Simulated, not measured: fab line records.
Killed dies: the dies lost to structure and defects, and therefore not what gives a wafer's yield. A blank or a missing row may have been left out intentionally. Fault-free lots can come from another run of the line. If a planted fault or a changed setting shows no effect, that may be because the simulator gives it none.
The tool behind it: which one? | flow sky130 | Sampling: 11 lots, 33 wafers, 5 of 708 route steps

== WHAT THE GAUGES READ, wafer by wafer ==
SKY_PASSIVATION_THK_MEAS_03. Usual: PASSIVATION_CVD_02_THK 540 nm, standard deviation 7.7.
lot  | measured     | on            | PASSIVATION_CVD_02_THK (nm) | flag
L801 | day 44 05:58 | film-metro-02 | 540 540 548                 |
L802 | day 44 11:18 | film-metro-01 | 538 538 545                 |
L805 | day 45 15:47 | film-metro-01 | 530 536 532                 |
L808 | day 45 22:58 | film-metro-03 | 539 530 538                 |
L809 | day 46 07:41 | film-metro-02 | 534 543 546                 |
L810 | day 46 14:59 | film-metro-02 | 551 536 550                 |
L812 | day 47 04:53 | film-metro-02 | 523 536 544                 |
L813 | day 47 08:14 | film-metro-03 | 522 539 533                 |
L819 | day 48 19:16 | film-metro-01 | 536 533 547                 |
L821 | day 49 09:28 | film-metro-01 | 531 542 547                 |
L823 | day 49 10:46 | film-metro-03 | 529 546 536                 |

== EACH LOT AND THE TOOL THAT RAN IT (in order: tool; ch and the chambers of the sampled wafers; start) ==
lot  | SKY_VIA2_ETCH_15                   | SKY_METAL3_SPUTTER_02        | SKY_METAL5_METAL_ETCH_15          | SKY_METAL5_STRIP_16
L801 | rie-diel-04 ch 0,2,3, day 36 16:22 | pvd-sputter-01, day 36 17:44 | rie-metal-02 ch 0,1, day 44 04:46 | plasma-asher-02 ch 0,1, day 44 05:00
L802 | rie-diel-02 ch 0,1,2, day 36 20:56 | pvd-sputter-03, day 36 22:19 | rie-metal-04 ch 0, day 44 10:07   | plasma-asher-04 ch 1, day 44 10:21
L805 | rie-diel-02 ch 1,2, day 38 06:16   | pvd-sputter-01, day 38 07:39 | rie-metal-04 ch 0,1, day 45 14:38 | plasma-asher-01 ch 0, day 45 14:53
L808 | rie-diel-01 ch 0,1,3, day 38 16:50 | pvd-sputter-01, day 38 18:21 | rie-metal-02 ch 0, day 45 21:24   | plasma-asher-02 ch 0,1, day 45 21:52
L809 | rie-diel-02 ch 0,1,2, day 39 05:56 | pvd-sputter-01, day 39 07:19 | rie-metal-04 ch 0,1, day 46 06:31 | plasma-asher-02 ch 0,1, day 46 06:45
L810 | rie-diel-02 ch 1,2, day 39 10:52   | pvd-sputter-01, day 39 12:16 | rie-metal-02 ch 0, day 46 13:33   | plasma-asher-02 ch 0,1, day 46 14:01
L812 | rie-diel-04 ch 0,2,3, day 40 04:43 | pvd-sputter-03, day 40 08:40 | rie-metal-02 ch 0,1, day 47 03:48 | plasma-asher-01 ch 0,1, day 47 03:59
L813 | rie-diel-01 ch 1,2, day 40 10:17   | pvd-sputter-03, day 40 11:55 | rie-metal-02 ch 0,1, day 47 07:04 | plasma-asher-04 ch 0,1, day 47 07:18
L819 | rie-diel-04 ch 0,3, day 42 03:47   | pvd-sputter-02, day 42 05:16 | rie-metal-02 ch 1, day 48 18:07   | plasma-asher-01 ch 0,1, day 48 18:21
L821 | rie-diel-01 ch 2,3, day 42 20:11   | pvd-sputter-03, day 42 21:35 | rie-metal-04 ch 0,1, day 49 08:19 | plasma-asher-01 ch 0,1, day 49 08:33
L823 | rie-diel-04 ch 2,3, day 42 22:01   | pvd-sputter-02, day 43 00:13 | rie-metal-03 ch 0,1, day 49 09:41 | plasma-asher-02 ch 0,1, day 49 09:53
- SKY_VIA2_ETCH_15: etches SiO2 in C4F8/O2/Ar, stops on TiN, target depth 546 nm, time 84 s.
- SKY_METAL3_SPUTTER_02: material AlCu, target thk 735 nm, time 39.1 s.
- SKY_METAL5_METAL_ETCH_15: etches the open film in Cl2/BCl3, stops on SiO2, target depth 1260 nm, time 252 s.
- SKY_METAL5_STRIP_16: strips in O2/N2.

== WHAT THE TOOLS THEMSELVES READ (means of the sampled wafers that have a number; where no wafer has one, the mark that the record gives instead) ==
SKY_VIA2_ETCH_15. Usual: oes-product-au at 0.940 a.u., with a standard deviation of 0.0048.
lot  | tool        | oes-product-au (a.u.) | flag
L801 | rie-diel-04 | 0.942                 |
L802 | rie-diel-02 | 0.937                 |
L805 | rie-diel-02 | 0.944                 |
L808 | rie-diel-01 | 0.941                 |
L809 | rie-diel-02 | 0.942                 |
L810 | rie-diel-02 | 0.941                 |
L812 | rie-diel-04 | 0.943                 |
L813 | rie-diel-01 | 0.937                 |
L819 | rie-diel-04 | 0.940                 |
L821 | rie-diel-01 | 0.945                 |
L823 | rie-diel-04 | 0.940                 |

SKY_METAL3_SPUTTER_02. Usual: cathode-dc-power-W 10600 W, standard deviation 1.8; throttle-valve-pct 30.0 %, standard deviation 1.3.
lot  | tool           | cathode-dc-power-W (W) | throttle-valve-pct (%) | flag
L801 | pvd-sputter-01 | 10600                  | 28.6                   |
L802 | pvd-sputter-03 | 10599                  | 29.2                   |
L805 | pvd-sputter-01 | 10599                  | 31.5                   |
L808 | pvd-sputter-01 | 10601                  | 31.0                   |
L809 | pvd-sputter-01 | 10600                  | 31.0                   |
L810 | pvd-sputter-01 | 10600                  | 30.1                   |
L812 | pvd-sputter-03 | 10600                  | 29.2                   |
L813 | pvd-sputter-03 | 10599                  | 29.7                   |
L819 | pvd-sputter-02 | 10601                  | 30.3                   |
L821 | pvd-sputter-03 | 10599                  | 29.7                   |
L823 | pvd-sputter-02 | 10599                  | 29.7                   |

SKY_METAL5_METAL_ETCH_15. Usual: drypump-motor-current-A 5.6 A, standard deviation 0.46; oes-product-au 0.894 a.u., standard deviation 0.0055; throttle-valve-pct 22.264 %, standard deviation 0.0093.
lot  | tool         | drypump-motor-current-A (A) | oes-product-au (a.u.) | throttle-valve-pct (%) | flag
L801 | rie-metal-02 | 5.9                         | 0.892                 | 22.256                 |
L802 | rie-metal-04 | 5.9                         | 0.892                 | 22.265                 |
L805 | rie-metal-04 | 5.7                         | 0.896                 | 22.264                 |
L808 | rie-metal-02 | 5.2                         | 0.893                 | 22.253                 |
L809 | rie-metal-04 | 5.4                         | 0.890                 | 22.260                 |
L810 | rie-metal-02 | 5.2                         | 0.894                 | 22.266                 |
L812 | rie-metal-02 | 5.9                         | 0.894                 | 22.268                 |
L813 | rie-metal-02 | 5.6                         | 0.901                 | 22.265                 |
L819 | rie-metal-02 | 6.3                         | 0.894                 | 22.250                 |
L821 | rie-metal-04 | 5.7                         | 0.891                 | 22.270                 |
L823 | rie-metal-03 | 5.3                         | 0.891                 | 22.257                 |

SKY_METAL5_STRIP_16. Usual: drypump-motor-current-A 5.34 A, standard deviation 0.16; n2-flow-sccm 299.9 sccm, standard deviation 0.86; oes-product-au 0.711 a.u., standard deviation 0.005; strip-time-to-endpoint-s 13.11 s, standard deviation 0.088.
lot  | tool            | drypump-motor-current-A (A) | n2-flow-sccm (sccm) | oes-product-au (a.u.) | strip-time-to-endpoint-s (s) | flag
L801 | plasma-asher-02 | 5.59                        | 299.8               | 0.711                 | 13.11                        |
L802 | plasma-asher-04 | 5.19                        | 300.4               | 0.712                 | 13.14                        |
L805 | plasma-asher-01 | 5.22                        | 300.2               | 0.706                 | 13.16                        |
L808 | plasma-asher-02 | 5.49                        | 299.5               | 0.713                 | 13.03                        |
L809 | plasma-asher-02 | 5.61                        | 298.9               | 0.710                 | 13.04                        |
L810 | plasma-asher-02 | 5.60                        | 300.3               | 0.715                 | 13.14                        |
L812 | plasma-asher-01 | 5.29                        | 300.4               | 0.714                 | 13.21                        |
L813 | plasma-asher-04 | 5.19                        | 300.4               | 0.672                 | 10.58                        | OFF
L819 | plasma-asher-01 | 5.29                        | 300.0               | 0.649                 | 10.29                        | OFF
L821 | plasma-asher-01 | 5.30                        | 299.8               | 0.708                 | 13.11                        |
L823 | plasma-asher-02 | 5.51                        | 299.4               | 0.707                 | 13.10                        |

== THE ANSWER, worked out from the rows above alone ==
Rule: take the mean of a lot's wafers that have a number; if it is more than 3 standard deviations from the usual mean, the lot is off. A lot without any number at a reading at which 4 lots or more have one is off too. Where the step has rows for the other lots, those lots are counted as sound. After the gauges, taken in route order, come the tools' own readings; for these a lot's mean is taken, as printed above. At the first step where some lot is off, the reading lying furthest off is the one used; lots without a number count as furthest.
Off at SKY_METAL5_STRIP_16 (strip-time-to-endpoint-s): L813, L819.
If a tool, at that step or one of the process steps before it, ran each lot that is off and ran no sound lot following the first of them, it fits. One candidate fits, namely rie-metal-02 at SKY_METAL5_METAL_ETCH_15. A fault onset in the window from L812 (day 47 03:48, its last sound lot) to L813 (day 47 07:04, its first lot off) fits.

== WHAT THE SIMULATOR HAD PUT IN ==
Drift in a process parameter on rie-metal-02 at SKY_METAL5_METAL_ETCH_15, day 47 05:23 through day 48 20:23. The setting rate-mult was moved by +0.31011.
Lots struck among those shown: L813, L819. The same result came from the rule above.
